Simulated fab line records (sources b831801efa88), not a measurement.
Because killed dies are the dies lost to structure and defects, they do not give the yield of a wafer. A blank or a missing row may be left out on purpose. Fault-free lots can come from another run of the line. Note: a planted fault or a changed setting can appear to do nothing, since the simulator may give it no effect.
fab line records ; flow gf180mcu
[record] lots = 14; wafers = 42; last_day = 35
route steps=602 shown CONTACT@304 M1@318 V1@339
lots that met no fault: taken from a fault-free run of the same line
start_h: hours from the record's opening day to when the first of the lot's shown wafers began ; wait_h: how many hours have passed since the lot's step before this one ; " as in the row above ; L1.1+2: a row that stands for several wafers ; - value missing, or start not given ; * or withheld: withheld ; < > ~ a bound
route shown NAME@n: a module of which the file shows steps, and the number in the route of the first ; usual: average and standard deviation across the fault-free wafers ; same: alike in all rows ; chamber/n: place in a boat ; sites: readings site by site ; _std_site: standard deviation of those values ; _edge_site: the outer-site mean with the inner-site mean subtracted ; radius_mm: how far each site lies from the wafer's centre ; mask NAME#n: copy n ; behind: the most recent tool/chamber to have shaped the wafer ; hold: why the lot was held/for how many hours/how that ended ; device: the n, p or np transistor that did not switch ; end of line: the same wafers' tests at the end of the route ; step lacking rows: just its recipe ; killed: count of dies lost to structure and defects at first sort (not the wafer's yield) ; map: dies across one wafer; x = killed, . = not, _ = none there
set.NAME: the setting the step ran with; set.NAME@STEP: the setting that earlier step ran with ; model.NAME: the simulator's own value behind a step, which no gauge read
a sample of lots followed through the steps of the route, with each step as a table and each wafer as a row
services: a tool's chamber out of use, with start hour (start_h, from the record's first day; less than 0 if before it), hours out, and reason
[[steps]]
[step GF_CONTACT_ETCH_17]
[recipe] chemistry = C4F8/O2/Ar; mask_material = KrF; target = SiO2; stop_on = CoSi2; source_w = 1500; bias_w = 1200; pressure_mtorr = 40; c4f8_flow_sccm = withheld; O2_flow_sccm = 6; Ar_flow_sccm = 300; time_s = withheld; target_depth_a = 8600
[usual] bias_w = 1200/3.8; chamber_pressure_mTorr = 40.00/0.04; oes_product_au = 0.815/0.0047
lot.wafer;tool;chamber;start_h;wait_h;bias_w;chamber_pressure_mTorr;oes_product_au
L783.2;rie_diel-04;2;-;-;1192;39.94;0.812
L783.3;rie_diel-04;0;-;-;1206;40.04;0.821
L783.4;rie_diel-04;0;-;-;1203;39.99;0.814
L785.1;rie_diel-02;0;-;-;1201;40.02;0.818
L785.2;rie_diel-02;3;-;-;1198;40.01;0.813
L785.3;rie_diel-02;2;-;-;1198;39.94;0.816
L792.2;rie_diel-01;3;-;-;1199;39.96;0.808
L792.4;rie_diel-01;0;-;-;1202;40.05;0.811
L792.5;rie_diel-01;0;-;-;1205;39.99;0.809
L793.2;rie_diel-02;1;-;-;1194;39.97;0.815
L793.4;rie_diel-02;3;-;-;1200;40.04;0.819
L793.5;rie_diel-02;1;-;-;1196;39.98;0.813
L796.1;rie_diel-04;3;-;-;1194;39.96;0.820
L796.3;rie_diel-04;1;-;-;1201;39.93;0.809
L796.4;rie_diel-04;0;-;-;1205;39.96;0.812
L797.1;rie_diel-01;1;-;-;1196;40.08;0.820
L797.3;rie_diel-01;0;-;-;1201;40.04;0.818
L797.4;rie_diel-01;2;-;-;1199;40.05;0.810
L799.4;rie_diel-01;2;-;-;1208;40.00;0.825
L799.5;rie_diel-01;1;-;-;1199;39.95;0.817
L799.6;rie_diel-01;0;-;-;1195;39.99;0.827
L800.1;rie_diel-01;2;-;-;1200;39.99;0.822
L800.3;rie_diel-01;1;-;-;1209;39.99;0.813
L800.6;rie_diel-01;3;-;-;1197;40.01;0.817
L801.3;rie_diel-04;3;-;-;1206;40.00;0.821
L801.4;rie_diel-04;1;-;-;1204;40.09;0.813
L801.6;rie_diel-04;2;-;-;1200;40.05;0.821
L802.1;rie_diel-02;2;-;-;1202;40.03;0.816
L802.3;rie_diel-02;1;-;-;1201;39.95;0.824
L802.4;rie_diel-02;3;-;-;1202;40.06;0.820
L803.1;rie_diel-04;3;-;-;1200;40.03;0.812
L803.2;rie_diel-04;0;-;-;1202;40.03;0.810
L803.3;rie_diel-04;1;-;-;1202;39.95;0.808
L804.1;rie_diel-04;0;-;-;1200;40.04;0.820
L804.3;rie_diel-04;2;-;-;1201;40.05;0.811
L804.6;rie_diel-04;1;-;-;1196;39.98;0.811
L805.2;rie_diel-02;2;-;-;1200;39.99;0.815
L805.4;rie_diel-02;3;-;-;1196;40.00;0.817
L805.5;rie_diel-02;1;-;-;1195;39.93;0.809
L806.3;rie_diel-01;0;-;-;1197;40.02;0.821
L806.5;rie_diel-01;3;-;-;1203;40.05;0.819
L806.6;rie_diel-01;2;-;-;1209;39.98;0.814
[step GF_M1_SPUTTER_03]
[recipe] material = Ti; target_thk_nm = 10; substrate_temp_c = 300; chamber_pressure_pa = 0.3; power_w = 3000; time_s = 6.7
[usual] throttle_valve_pct = 29.6/1.2
lot.wafer;tool;chamber;start_h;wait_h;throttle_valve_pct
L783.2;pvd_sputter-04;-;386.39;0.0;30.4
L783.3;pvd_sputter-04;-;386.39;0.0;30.0
L783.4;pvd_sputter-04;-;386.39;0.0;27.6
L785.1;pvd_sputter-04;-;398.92;0.0;29.0
L785.2;pvd_sputter-04;-;398.92;0.0;30.2
L785.3;pvd_sputter-04;-;398.92;0.0;29.9
L792.2;pvd_sputter-03;-;467.16;0.0;29.8
L792.4;pvd_sputter-03;-;467.16;0.0;31.5
L792.5;pvd_sputter-03;-;467.16;0.0;28.9
L793.2;pvd_sputter-03;-;474.79;0.0;27.4
L793.4;pvd_sputter-03;-;474.79;0.0;28.5
L793.5;pvd_sputter-03;-;474.79;0.0;29.8
L796.1;pvd_sputter-01;-;496.63;0.0;29.5
L796.3;pvd_sputter-01;-;496.63;0.0;30.2
L796.4;pvd_sputter-01;-;496.63;0.0;31.4
L797.1;pvd_sputter-01;-;503.08;0.0;31.0
L797.3;pvd_sputter-01;-;503.08;0.0;30.5
L797.4;pvd_sputter-01;-;503.08;0.0;28.9
L799.4;pvd_sputter-03;-;519.45;0.0;29.1
L799.5;pvd_sputter-03;-;519.45;0.0;31.4
L799.6;pvd_sputter-03;-;519.45;0.0;27.6
L800.1;pvd_sputter-03;-;530.19;0.0;29.7
L800.3;pvd_sputter-03;-;530.19;0.0;27.6
L800.6;pvd_sputter-03;-;530.19;0.0;31.4
L801.3;pvd_sputter-03;-;534.82;0.0;27.4
L801.4;pvd_sputter-03;-;534.82;0.0;29.7
L801.6;pvd_sputter-03;-;534.82;0.0;28.9
L802.1;pvd_sputter-03;-;540.58;0.0;30.0
L802.3;pvd_sputter-03;-;540.58;0.0;28.9
L802.4;pvd_sputter-03;-;540.58;0.0;29.9
L803.1;pvd_sputter-01;-;549.23;0.0;30.3
L803.2;pvd_sputter-01;-;549.23;0.0;29.1
L803.3;pvd_sputter-01;-;549.23;0.0;30.5
L804.1;pvd_sputter-01;-;556.84;0.0;31.0
L804.3;pvd_sputter-01;-;556.84;0.0;29.1
L804.6;pvd_sputter-01;-;556.84;0.0;30.4
L805.2;pvd_sputter-03;-;564.56;0.0;29.7
L805.4;pvd_sputter-03;-;564.56;0.0;27.6
L805.5;pvd_sputter-03;-;564.56;0.0;27.5
L806.3;pvd_sputter-03;-;573.48;0.0;27.4
L806.5;pvd_sputter-03;-;573.48;0.0;28.7
L806.6;pvd_sputter-03;-;573.48;0.0;29.8
[step GF_M1_METAL_ETCH_16]
[recipe] chemistry = Cl2/BCl3; mask_material = KrF; target_depth_nm = 627.5; stop_on = SiO2; pressure_mtorr = 8; icp_w = 800; bias_w = 140; Cl2_flow_sccm = 80; bcl3_flow_sccm = 40; time_s = 104.6
[usual] bcl3_flow_sccm = 40.00/0.12; bias_w = 140.0/0.38; drypump_motor_current_A = 5.7/0.45; oes_product_au = 0.973/0.0062; throttle_valve_pct = 28.248/0.0099
lot.wafer;tool;chamber;start_h;wait_h;bcl3_flow_sccm;bias_w;drypump_motor_current_A;oes_product_au;rf_hours_counter_h;throttle_valve_pct
L783.2;rie_metal-02;1;409.88;0.0;40.07;140.0;6.5;0.972;8;28.250
L783.3;rie_metal-02;1;409.88;0.0;40.09;140.5;6.5;0.968;-;28.243
L783.4;rie_metal-02;0;409.88;0.0;39.97;139.9;5.7;0.977;-;28.221
L785.1;rie_metal-03;1;423.51;0.0;39.97;140.2;6.2;0.976;6;28.258
L785.2;rie_metal-03;0;423.51;0.0;39.97;139.5;5.1;0.976;1;28.245
L785.3;rie_metal-03;1;423.51;0.0;39.98;139.4;6.2;0.969;-;28.258
L792.2;rie_metal-03;0;492.36;0.0;-;-;-;-;-;-
L792.4;rie_metal-03;0;492.36;0.0;-;-;-;-;-;-
L792.5;rie_metal-03;1;492.36;0.0;-;-;-;-;-;-
L793.2;rie_metal-03;0;499.52;0.0;-;-;-;-;-;-
L793.4;rie_metal-03;1;499.52;0.0;-;-;-;-;-;-
L793.5;rie_metal-03;0;499.52;0.0;-;-;-;-;-;-
L796.1;rie_metal-02;0;519.76;0.0;39.96;139.6;5.7;0.968;1;28.258
L796.3;rie_metal-02;1;519.76;0.0;39.87;140.3;6.5;0.974;-;28.239
L796.4;rie_metal-02;0;519.76;0.0;40.06;139.5;5.7;0.968;-;28.240
L797.1;rie_metal-03;1;527.08;0.0;40.08;140.1;6.2;0.961;8;28.248
L797.3;rie_metal-03;0;527.08;0.0;40.05;140.0;5.1;0.964;-;28.271
L797.4;rie_metal-03;1;527.08;0.0;40.20;140.4;6.2;0.972;-;28.255
L799.4;rie_metal-03;1;543.06;0.0;39.97;140.1;6.2;0.975;-;28.235
L799.5;rie_metal-03;0;543.06;0.0;39.86;140.0;5.1;0.973;-;28.261
L799.6;rie_metal-03;1;543.06;0.0;40.03;140.5;6.2;0.968;-;28.228
L800.1;rie_metal-01;1;553.12;0.0;40.06;139.6;5.5;0.970;10;28.260
L800.3;rie_metal-01;1;553.12;0.0;40.03;139.5;5.5;0.970;-;28.248
L800.6;rie_metal-01;0;553.12;0.0;40.11;140.0;5.9;0.975;-;28.242
L801.3;rie_metal-02;0;558.51;0.1;39.88;140.0;5.7;0.971;-;28.248
L801.4;rie_metal-02;1;558.51;0.1;40.14;139.8;6.5;0.971;-;28.260
L801.6;rie_metal-02;1;558.51;0.1;39.98;140.6;6.5;0.975;-;28.257
L802.1;rie_metal-03;1;562.92;0.0;40.05;140.4;6.2;0.981;9;28.248
L802.3;rie_metal-03;1;562.92;0.0;39.89;140.0;6.2;0.981;-;28.236
L802.4;rie_metal-03;0;562.92;0.0;40.13;140.2;5.1;0.977;-;28.234
L803.1;rie_metal-01;1;570.74;0.0;39.82;140.1;5.5;0.966;11;28.266
L803.2;rie_metal-01;0;570.74;0.0;39.84;140.3;5.9;0.977;9;28.227
L803.3;rie_metal-01;0;570.74;0.0;39.98;140.6;5.9;0.974;-;28.227
L804.1;rie_metal-01;0;576.63;0.0;40.05;138.8;5.9;0.968;9;28.249
L804.3;rie_metal-01;0;576.63;0.0;40.12;140.2;5.9;0.970;-;28.243
L804.6;rie_metal-01;0;576.63;0.0;40.07;140.0;5.9;0.977;-;28.244
L805.2;rie_metal-01;0;584.02;0.0;39.88;140.8;5.9;0.966;9;28.256
L805.4;rie_metal-01;1;584.02;0.0;39.86;140.0;5.5;0.979;-;28.251
L805.5;rie_metal-01;0;584.02;0.0;39.90;140.6;5.9;0.975;-;28.231
L806.3;rie_metal-03;1;594.31;0.1;39.97;140.1;6.2;0.973;-;28.255
L806.5;rie_metal-03;0;594.31;0.1;39.91;140.7;5.1;0.981;-;28.246
L806.6;rie_metal-03;1;594.31;0.1;40.02;140.3;6.2;0.963;-;28.242
[step GF_M1_STRIP_17]
[recipe] chemistry = O2/N2; power_w = 1400; pressure_mtorr = 1500; platen_temp_c = 250; o2_flow_sccm = 3000; n2_flow_sccm = 300; overash_fraction = 0.5
[usual] drypump_motor_current_A = 5.8/0.55; heater_power_w = 329/14; oes_product_au = 0.557/0.0046; strip_time_to_endpoint_s = 7.85/0.042
lot.wafer;tool;chamber;start_h;wait_h;drypump_motor_current_A;heater_power_w;oes_product_au;rf_hours_counter_h;strip_time_to_endpoint_s
L783.2;plasma_asher-02;1;409.99;0.1;5.1;345;0.559;30;7.92
L783.3;plasma_asher-02;1;409.99;0.1;5.1;335;0.557;-;7.91
L783.4;plasma_asher-02;0;409.99;0.1;5.7;325;0.552;-;7.83
L785.1;plasma_asher-04;1;423.62;0.1;6.7;317;0.556;80;7.83
L785.2;plasma_asher-04;0;423.62;0.1;6.0;343;0.557;80;7.81
L785.3;plasma_asher-04;1;423.62;0.1;6.7;316;0.558;-;7.85
L792.2;plasma_asher-03;0;492.47;0.1;6.2;333;0.653;73;10.19
L792.4;plasma_asher-03;1;492.47;0.1;5.2;321;0.657;-;10.22
L792.5;plasma_asher-03;0;492.47;0.1;6.2;328;0.654;-;10.21
L793.2;plasma_asher-04;0;499.64;0.1;6.1;352;0.661;88;10.18
L793.4;plasma_asher-04;0;499.64;0.1;6.0;350;0.659;-;10.17
L793.5;plasma_asher-04;0;499.64;0.1;6.0;356;0.661;-;10.22
L796.1;plasma_asher-02;0;519.87;0.1;5.6;321;0.553;43;7.82
L796.3;plasma_asher-02;0;519.87;0.1;5.6;324;0.552;-;7.80
L796.4;plasma_asher-02;1;519.87;0.1;5.1;337;0.556;-;7.86
L797.1;plasma_asher-02;0;527.19;0.1;5.7;313;0.561;43;7.89
L797.3;plasma_asher-02;0;527.19;0.1;5.7;331;0.552;-;7.84
L797.4;plasma_asher-02;1;527.19;0.1;5.1;348;0.563;-;7.85
L799.4;plasma_asher-03;0;543.17;0.1;6.2;324;0.555;-;7.83
L799.5;plasma_asher-03;0;543.17;0.1;6.2;334;0.557;-;7.76
L799.6;plasma_asher-03;1;543.17;0.1;5.2;302;0.547;-;7.77
L800.1;plasma_asher-03;1;553.24;0.1;5.2;320;0.559;80;7.94
L800.3;plasma_asher-03;1;553.24;0.1;5.2;320;0.557;-;7.94
L800.6;plasma_asher-03;0;553.24;0.1;6.2;328;0.558;-;7.88
L801.3;plasma_asher-02;1;558.62;0.1;5.1;342;0.557;-;7.88
L801.4;plasma_asher-02;0;558.62;0.1;5.6;319;0.562;-;7.93
L801.6;plasma_asher-02;0;558.62;0.1;5.6;321;0.555;-;7.85
L802.1;plasma_asher-04;0;563.04;0.1;6.1;341;0.559;93;7.85
L802.3;plasma_asher-04;0;563.04;0.1;6.1;355;0.562;-;7.89
L802.4;plasma_asher-04;1;563.04;0.1;6.7;321;0.557;-;7.85
L803.1;plasma_asher-02;0;570.86;0.1;5.7;317;0.553;48;7.87
L803.2;plasma_asher-02;1;570.86;0.1;5.1;344;0.552;48;7.84
L803.3;plasma_asher-02;0;570.86;0.1;5.6;330;0.569;-;7.86
L804.1;plasma_asher-02;0;576.74;0.1;5.7;323;0.561;48;7.86
L804.3;plasma_asher-02;1;576.74;0.1;5.1;347;0.556;-;7.87
L804.6;plasma_asher-02;0;576.74;0.1;5.7;322;0.556;-;7.87
L805.2;plasma_asher-04;0;584.14;0.1;6.1;347;0.559;96;7.80
L805.4;plasma_asher-04;1;584.14;0.1;6.7;321;0.555;-;7.85
L805.5;plasma_asher-04;1;584.14;0.1;6.7;320;0.547;-;7.76
L806.3;plasma_asher-02;0;594.42;0.1;5.6;322;0.563;-;7.90
L806.5;plasma_asher-02;0;594.42;0.1;5.6;323;0.557;-;7.92
L806.6;plasma_asher-02;1;594.42;0.1;5.1;347;0.559;-;7.91
[step GF_V1_CMP_04]
[recipe] material = SiO2; down_force_psi = 4; platen_rpm = 60; pad_velocity_m_s = 0.94248
[usual] head_pressure_psi = 4.000/0.0083; motor_current_A = 12.6/0.7; slurry_flow_ml_min = 150.0/0.49; time_to_endpoint_s = 83/7.3
lot.wafer;tool;chamber;start_h;wait_h;head_pressure_psi;motor_current_A;slurry_flow_ml_min;time_to_endpoint_s
L783.3;cmp-02;2;410.79;0.0;3.996;13.7;151.2;80
L783.4;cmp-02;0;410.79;0.0;4.001;13.0;149.6;94
L783.2;cmp-02;1;410.79;0.0;4.008;11.8;150.3;81
L785.2;cmp-02;3;424.42;0.0;4.007;13.1;149.9;87
L785.3;cmp-02;0;424.42;0.0;4.001;12.9;149.5;82
L785.1;cmp-02;2;424.42;0.0;3.989;13.8;150.1;83
L796.1;cmp-02;0;520.67;0.1;3.999;12.7;149.8;87
L796.3;cmp-02;1;520.67;0.1;3.994;11.9;150.6;78
L796.4;cmp-02;3;520.67;0.1;3.996;13.3;149.5;92
L797.1;cmp-02;3;527.99;0.1;3.996;12.7;149.2;91
L797.4;cmp-02;1;527.99;0.1;3.998;11.4;150.6;88
L797.3;cmp-02;2;527.99;0.1;4.001;14.2;150.9;85
L799.4;cmp-01;2;543.96;0.0;3.991;12.6;149.9;76
L799.5;cmp-01;2;543.96;0.0;4.006;12.1;149.5;75
L799.6;cmp-01;3;543.96;0.0;4.003;12.4;150.3;75
L800.3;cmp-02;1;554.06;0.0;4.007;11.5;149.9;81
L800.1;cmp-02;2;554.06;0.0;4.009;13.2;150.3;90
L800.6;cmp-02;1;554.06;0.0;4.001;11.7;149.9;88
L801.3;cmp-01;3;559.44;0.1;4.003;12.0;149.1;71
L801.4;cmp-01;1;559.44;0.1;4.018;12.8;150.0;77
L801.6;cmp-01;3;559.44;0.1;4.006;11.7;149.5;76
L802.3;cmp-02;0;563.83;0.0;4.007;12.7;149.6;88
L802.4;cmp-02;1;563.83;0.0;3.988;11.5;149.6;87
L802.1;cmp-02;2;563.83;0.0;3.995;14.0;149.3;83
L803.2;cmp-02;0;571.65;0.0;3.998;13.4;149.2;87
L803.3;cmp-02;1;571.65;0.0;3.997;11.7;150.1;85
L803.1;cmp-02;2;571.65;0.0;4.002;13.4;150.2;88
L804.1;cmp-02;1;577.62;0.1;4.008;11.5;150.6;83
L804.3;cmp-02;2;577.62;0.1;3.993;13.1;149.4;80
L804.6;cmp-02;0;577.62;0.1;4.009;13.5;149.6;93
L805.4;cmp-02;2;585.00;0.1;4.005;13.3;149.8;83
L805.2;cmp-02;3;585.00;0.1;4.013;12.6;148.9;85
L805.5;cmp-02;1;585.00;0.1;4.006;12.2;149.9;83
L806.3;cmp-01;0;595.27;0.1;4.003;12.3;150.8;68
L806.5;cmp-01;3;595.27;0.1;3.992;12.2;149.6;80
L806.6;cmp-01;0;595.27;0.1;4.004;12.4;150.4;72
[[services]]
tool;chamber;start_h;hours;kind
rie_diel-04;3;363.79;27.5;repair
rie_diel-02;2;382.23;9.2;repair
pvd_sputter-03;-;382.89;10.0;repair
plasma_asher-04;-;384.83;0.8;repair
rie_diel-04;1;400.74;9.7;repair
rie_diel-02;1;422.15;11.2;repair
rie_diel-04;3;424.84;2.5;repair
rie_diel-04;3;435.81;56.5;repair
cmp-02;-;444.17;1.0;repair
cmp-02;-;448.71;0.8;repair
plasma_asher-04;-;453.79;4.3;pm
rie_diel-01;2;458.60;6.4;repair
cmp-02;-;464.00;8.0;pm
cmp-02;-;479.21;4.0;repair
cmp-02;-;490.70;4.7;pm
rie_diel-04;2;491.07;7.0;repair
cmp-02;-;498.26;0.8;repair
rie_diel-02;3;499.90;2.4;repair
plasma_asher-04;-;508.60;14.6;pm
rie_diel-02;3;519.65;2.0;repair
cmp-02;-;525.81;0.3;repair
plasma_asher-02;-;544.55;0.4;repair
cmp-02;-;572.23;4.0;pm
rie_metal-03;-;579.78;1.4;repair
[[key]]
[first_sign] step = GF_M1_METAL_ETCH_16; reading = tool_record; direction = missing
[effect] step = GF_M1_STRIP_17; reading = strip_time_to_endpoint_s; direction = up; sigmas = 56; usual = *; struck = *
met_at GF_M1_METAL_ETCH_16
struck_lots L792,L793
later_rows_left_out L792.2,L792.4,L792.5,L793.2,L793.4,L793.5
sort_left_out L792.2,L792.4,L792.5,L793.2,L793.4,L793.5
not_acting_at GF_CONTACT_ETCH_17,GF_M1_SPUTTER_03,GF_V1_CMP_04
onset_between 423.51 492.36
[fault] kind = skipped_step_whole; tool = rie_metal-03; chamber = -; onset_h = 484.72; steps = GF_M1_METAL_ETCH_16; scope = struck_lots_only
// sort_left_out: the simulated sort isn't trusted on such a fault, so these wafers' sort isn't shown, and their yield isn't known
// later_rows_left_out: the simulator's readings of these wafers behind a module that went badly wrong aren't trusted and aren't shown, but for the sort
